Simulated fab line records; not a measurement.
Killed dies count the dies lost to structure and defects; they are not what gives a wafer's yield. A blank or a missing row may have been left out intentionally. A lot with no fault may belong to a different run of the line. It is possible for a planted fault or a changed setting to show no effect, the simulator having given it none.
A single fault, viewed from 2 desks    flow gf180mcu    what lay behind the numbers comes last; until then each desk has only its own

## FOR THE TOOL OWNER'S DESK: implanter-01
GF_VT_IMPLANT_IMPLANT_30, tool's own readings: per-lot mean of the sampled wafers with a number, covering each lot this tool ran. Marked OUT: a lot whose mean sits more than 4 standard deviations from the usual mean, which makes it out of limits; the brackets give that distance.
Columns: A = beam_energy_keV at GF_VT_IMPLANT_IMPLANT_30, usual 25.000
lot   first seen here  A
L366  day 7 15:28      25.003
L367  day 8 00:47      24.992
L368  day 8 06:25      24.995
L369  day 8 12:08      25.007
L370  day 8 20:05      28.258 (+99 or more) OUT
L372  day 9 07:58      28.248 (+99 or more) OUT
L374  day 9 21:10      28.256 (+99 or more) OUT
L382  day 11 23:59     24.994
L383  day 12 07:38     25.007
L385  day 12 21:41     24.998
L386  day 13 05:10     25.003
This desk's finding: out of limits on L370, L372, L374; first on L370, day 8 20:05 (beam_energy_keV at GF_VT_IMPLANT_IMPLANT_30). L366, L367, L368, L369, L382, L383, L385, L386: within limits.

## FROM THE METROLOGY DESK
What the gauges read for every lot (on any tool): the sampled wafers with a number, averaged. Marked OUT: a lot whose mean sits more than 4 standard deviations from the usual mean, which makes it out of limits; the brackets give that distance.
Columns: A = NWELL_TW at GF_NWELL_TW_MEAS_11, usual 1586; B = CONTACT_OVL at GF_CONTACT_OVL_MEAS_15, usual -1 nm
lot   first seen here  A     B
L363  day 3 08:04      1581  -6
L364  day 3 15:39      1574  1
L365  day 3 18:31      1583  -0
L366  day 3 23:11      1577  1
L367  day 4 06:31      1598  -6
L368  day 4 11:24      1594  3
L369  day 4 15:35      1587  1
L370  day 4 22:16      1594  3
L372  day 5 08:31      1587  -8
L374  day 5 19:24      1584  4
L381  day 7 09:28      1589  -0
L382  day 7 14:50      1590  3
L383  day 7 20:41      1590  -5
L385  day 8 08:43      1578  -4
L386  day 8 14:44      1592  -5
This desk's finding: nothing out of limits on any of the 15 lots.

## PUT TOGETHER
At day 8 20:05, on L370, L372, L374, the tool owner's desk was in a position to raise an alarm.
At the metrology desk, nothing out of limits was observed.
The metrology desk has L370, L372, L374 on record, within its limits.
The lots listed all ran GF_VT_IMPLANT_IMPLANT_30 on implanter-01.

## WHAT THE SIMULATOR HAD PUT IN
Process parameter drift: implanter-01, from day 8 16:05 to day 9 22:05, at GF_VT_IMPLANT_IMPLANT_30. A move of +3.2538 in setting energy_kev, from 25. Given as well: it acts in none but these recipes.
Lots struck among those shown: L370, L372, L374.
Time in hours from fault onset to the first out-of-limits reading at each desk: the tool owner's desk, 4.
